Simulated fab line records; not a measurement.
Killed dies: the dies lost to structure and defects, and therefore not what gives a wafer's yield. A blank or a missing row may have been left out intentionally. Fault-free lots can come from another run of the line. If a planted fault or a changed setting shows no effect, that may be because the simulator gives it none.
fab line records	flow sky130	part 2 of 2: steps 35 to 35 of 35
record lots=7	wafers=21	last-day=50
route steps=708 shown SD_P@327 RES_XHIGH@332 SD_N@342 SALICIDE@361 PAD_OPEN@708
lots that met no fault: taken from a fault-free run of the same line
start-h: hours from the record's first day to the start of the lot's first wafer shown	wait-h: hours from the lot's prior step to this one	" as in the row above	L1.1+2: a row that stands for several wafers	- no value present, or no start provided	* or withheld: withheld	< > ~ a bound
route shown NAME@n: a module of which the file shows steps, and the number in the route of the first	usual: mean/standard deviation taken from wafers without a fault	same: alike in all rows	chamber/n: place in a boat	sites: readings site by site	_std_site: how widely they spread, as a standard deviation	_edge_site: outer sites' mean less inner sites'	radius-mm: for every site, how far away it sits from the centre of the wafer	mask NAME#n: copy n	behind: tool/chamber where the wafer was last shaped	hold: why the lot went on hold/how many hours it stayed there/how the hold came to an end	device: names the non-switching transistor (n, p or np)	end of line: at the end of the route, the tests of the same wafers	a step with no rows: only its recipe	killed: at the first sort, the dies lost to defects and structure; wafer yield is something else	map: shows each die of a wafer: x if killed, . if not, _ if none is there
set.NAME: the setting as run; set.NAME@STEP: as run at that earlier step	model.NAME: the simulator's own value behind a step, which no gauge read
a table for each step, a row for each wafer; lots at some steps of the route
services: when a tool's chamber went out of use (start-h, in hours from the record's first day, below 0 if earlier), for how many hours, and the reason
## steps
# step SKY_PAD_OPEN_PROBE_99
lot.wafer	tool	chamber	start-h	wait-h	model.etest.res-xhigh-po.line-ohm-um	model.etest.res-xhigh-po.rs-ohm-sq	model.etest.res-xhigh-po.rs-ohm-sq-range	model.etest.res-xhigh-po.rs-ohm-sq-rim-less-centre
L118.2	prober-02	-	1078.57	0.1	5290	1918	62.28	-43.5
L118.4	prober-02	-	1078.67	0.2	5588	1993	43.63	-35.21
L118.6	prober-02	-	1078.77	0.2	5762	1984	57.67	-43.97
L127.1	prober-01	-	1133.55	0.1	7029	2424	179.7	-117.9
L127.3	prober-01	-	1133.65	0.2	6393	2292	122.2	-76.41
L127.5	prober-01	-	1133.75	0.2	7329	2507	200.9	-122.5
L128.2	prober-02	-	1137.21	0.1	7124	2483	188.2	-171.2
L128.4	prober-02	-	1137.31	0.2	7066	2468	188.4	-162.7
L129.2	prober-01	-	1143.43	0.1	7250	2544	109.2	-97.2
L129.4	prober-01	-	1143.53	0.2	7079	2453	65.35	-58.04
L129.6	prober-01	-	1143.63	0.2	7335	2548	56.26	-33.43
L136.1	prober-02	-	1176.86	0.1	5946	2063	119	-68.24
L136.2	prober-02	-	1176.91	0.1	5657	1970	122.6	-92.89
L136.6	prober-02	-	1177.11	0.2	5605	1943	138.9	-94.58
L138.2	prober-02	-	1186.76	0.1	5786	1991	54.83	-31.75
L138.4	prober-02	-	1186.86	0.2	5786	2012	35.81	-30.12
L138.6	prober-02	-	1186.96	0.2	5763	1983	47.3	-7.427
L141.1	prober-01	-	1206.46	0.1	5657	2004	119.6	-99.35
L141.2	prober-01	-	1206.51	0.1	5728	1995	110.1	-91.75
L141.6	prober-01	-	1206.71	0.2	5797	2025	105.1	-86.69
# killed by level:class
L118.2 CONTACT:geometric-particle:open=12 VIA2:geometric-particle:open=11 VIA1:geometric-particle:open=10 LI_CONTACT:geometric-particle:open=8 FIELD_ISO:geometric-particle:short=6 METAL4:geometric-particle:short=5 METAL1:geometric-particle:short=5 CONTACT:geometric-particle:short=4
L118.4 CONTACT:geometric-particle:open=10 POLY_GATE:geometric-particle:open=6 LI_CONTACT:geometric-particle:open=6 POLY_GATE:geometric-particle:short=5 VIA3:geometric-particle:open=5 FIELD_ISO:geometric-particle:open=4 LOCAL_INTERCONNECT:geometric-particle:short=4 VIA1:geometric-particle:open=4
L118.6 VIA1:geometric-particle:open=10 VIA3:geometric-particle:open=9 FIELD_ISO:geometric-particle:short=8 LI_CONTACT:geometric-particle:open=6 FIELD_ISO:geometric-particle:open=5 POLY_GATE:geometric-particle:open=5 POLY_GATE:geometric-particle:short=5 CONTACT:geometric-particle:open=5
L127.1 VIA1:geometric-particle:open=11 VIA3:geometric-particle:open=9 POLY_GATE:geometric-particle:short=6 VIA2:geometric-particle:short=6 CONTACT:geometric-particle:open=6 VIA2:geometric-particle:open=6 LI_CONTACT:geometric-particle:short=5 LI_CONTACT:geometric-particle:open=5
L127.3 CONTACT:geometric-particle:open=9 VIA1:geometric-particle:open=9 VIA2:geometric-particle:open=8 VIA3:geometric-particle:open=7 LI_CONTACT:geometric-particle:open=6 POLY_GATE:geometric-particle:short=5 POLY_GATE:geometric-particle:open=5 VIA1:geometric-particle:short=4
L127.5 CONTACT:geometric-particle:open=10 VIA2:geometric-particle:open=8 LI_CONTACT:geometric-particle:open=7 VIA1:geometric-particle:open=6 FIELD_ISO:geometric-particle:open=5 METAL2:geometric-particle:short=5 METAL1:geometric-particle:short=5 CONTACT:geometric-particle:short=5
L129.2 LI_CONTACT:geometric-particle:open=9 CONTACT:geometric-particle:short=9 VIA1:geometric-particle:open=8 METAL2:geometric-particle:short=7 VIA1:geometric-particle:short=6 VIA3:geometric-particle:open=6 VIA2:geometric-particle:open=5 METAL1:geometric-particle:short=4
L129.4 CONTACT:geometric-particle:open=9 VIA1:geometric-particle:open=8 VIA2:geometric-particle:open=8 VIA1:geometric-particle:short=7 METAL2:geometric-particle:short=6 LI_CONTACT:geometric-particle:open=5 METAL4:geometric-particle:short=5 CONTACT:geometric-particle:short=4
L129.6 VIA1:geometric-particle:open=9 LI_CONTACT:geometric-particle:open=7 CONTACT:geometric-particle:open=7 FIELD_ISO:geometric-particle:open=6 METAL4:geometric-particle:short=6 VIA1:geometric-particle:short=5 METAL2:geometric-particle:short=5 METAL3:geometric-particle:short=5
L136.1 VIA1:geometric-particle:open=8 CONTACT:geometric-particle:open=6 METAL2:geometric-particle:short=6 VIA2:geometric-particle:open=6 VIA3:geometric-particle:open=6 CONTACT:geometric-particle:short=5 FIELD_ISO:geometric-particle:open=4 LI_CONTACT:geometric-particle:open=4
L136.2 CONTACT:geometric-particle:open=13 VIA1:geometric-particle:open=8 VIA2:geometric-particle:open=6 METAL3:geometric-particle:short=6 VIA3:geometric-particle:open=6 METAL1:geometric-particle:short=5 FIELD_ISO:geometric-particle:short=4 CONTACT:geometric-particle:short=3
L136.6 VIA1:geometric-particle:open=14 LI_CONTACT:geometric-particle:open=12 CONTACT:geometric-particle:short=6 CONTACT:geometric-particle:open=5 VIA3:geometric-particle:open=5 VIA1:geometric-particle:short=4 FIELD_ISO:geometric-particle:open=4 METAL1:geometric-particle:short=4
L138.2 VIA3:geometric-particle:open=10 CONTACT:geometric-particle:open=8 VIA1:geometric-particle:open=8 LI_CONTACT:geometric-particle:open=7 METAL2:geometric-particle:short=7 METAL1:geometric-particle:short=7 LOCAL_INTERCONNECT:geometric-particle:short=6 VIA2:geometric-particle:open=5
L138.4 VIA1:geometric-particle:open=14 LI_CONTACT:geometric-particle:open=9 CONTACT:geometric-particle:open=9 POLY_GATE:geometric-particle:open=6 VIA2:geometric-particle:open=6 CONTACT:geometric-particle:short=5 LOCAL_INTERCONNECT:geometric-particle:short=5 METAL1:geometric-particle:short=4
L138.6 VIA1:geometric-particle:open=10 FIELD_ISO:geometric-particle:short=8 CONTACT:geometric-particle:open=7 METAL1:geometric-particle:short=6 METAL3:geometric-particle:short=6 POLY_GATE:geometric-particle:short=4 LI_CONTACT:geometric-particle:open=4 VIA1:geometric-particle:short=4
L141.1 VIA3:geometric-particle:open=9 CONTACT:geometric-particle:open=9 METAL1:geometric-particle:short=9 FIELD_ISO:geometric-particle:short=8 VIA1:geometric-particle:open=6 VIA2:geometric-particle:open=6 POLY_GATE:geometric-particle:short=5 POLY_GATE:geometric-particle:open=5
L141.2 CONTACT:geometric-particle:open=13 CONTACT:geometric-particle:short=9 VIA1:geometric-particle:open=8 FIELD_ISO:geometric-particle:short=7 VIA3:geometric-particle:short=6 LI_CONTACT:geometric-particle:open=6 VIA2:geometric-particle:open=6 METAL1:geometric-particle:short=5
L141.6 LI_CONTACT:geometric-particle:open=9 VIA1:geometric-particle:open=9 CONTACT:geometric-particle:open=7 VIA2:geometric-particle:short=6 VIA3:geometric-particle:open=5 METAL1:geometric-particle:short=5 POLY_GATE:geometric-particle:open=4 LOCAL_INTERCONNECT:geometric-particle:short=4
## services
tool	chamber	start-h	hours	kind
plasma-asher-02	-	581.26	2.8	pm
rtp-anneal-01	-	587.64	56.6	pm
plasma-asher-02	-	619.50	15.6	pm
plasma-asher-03	-	643.88	1.2	repair
rtp-anneal-02	-	654.47	0.8	repair
plasma-asher-01	-	661.18	11.0	repair
implanter-02	-	671.65	0.5	repair
plasma-asher-03	-	674.02	4.0	pm
plasma-asher-04	-	724.47	0.4	repair
plasma-asher-01	-	733.75	9.0	pm
plasma-asher-01	0	733.75	9.0	vent-cycle
plasma-asher-01	1	733.75	9.0	vent-cycle
plasma-asher-01	0	742.75	-	clean
plasma-asher-01	1	742.75	-	clean
plasma-asher-04	-	743.99	3.5	repair
plasma-asher-01	-	774.43	13.9	repair
implanter-02	-	796.87	4.9	pm
plasma-asher-04	-	801.75	8.8	repair
rtp-anneal-01	-	808.87	1.0	pm
## key
first-sign step=SKY_RES_XHIGH_IMPLANT_07	reading=dose-ions-cm2	direction=down	sigmas=86	usual=*	struck=*
effect step=SKY_RES_XHIGH_IMPLANT_07	reading=beam-on-s	direction=down	sigmas=4.4	usual=39.9	struck=36.3
effect step=SKY_RES_XHIGH_TW_MEAS_09	reading=RES_XHIGH_TW	direction=down	sigmas=3.9	usual=1634	struck=1591
effect step=SKY_SD_N_RS_MEAS_18	reading=RES_XHIGH_RS	direction=up	sigmas=20	usual=332.9	struck=357.1
model-effect step=SKY_PAD_OPEN_PROBE_99	value=etest.res-xhigh-po.line-ohm-um	without=5878	struck=7076
met-at SKY_RES_XHIGH_IMPLANT_07
struck-wafers L127.1,L127.3,L127.5,L128.2,L128.4,L128.6,L129.2,L129.4,L129.6
sort-left-out L128.2,L128.4,L128.6
tester-left-out L127,L128,L129
fault kind=process-parameter-drift	tool=implanter-01	chamber=-	onset-h=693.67	steps=SKY_RES_XHIGH_IMPLANT_07	channel=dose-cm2	offset=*	shape=step	end-h=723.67	acts-in=*	stated=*
# tester-left-out: of these lots the tester's yield and bins aren't shown, on N5 and GAA mostly nor the transistor test; their killed dies are dies lost to structure and defects alone, not to doping, threshold or leakage, so they don't give the yield
# sort-left-out: the simulated sort isn't trusted on such a fault, so these wafers' sort isn't shown, and their yield isn't known
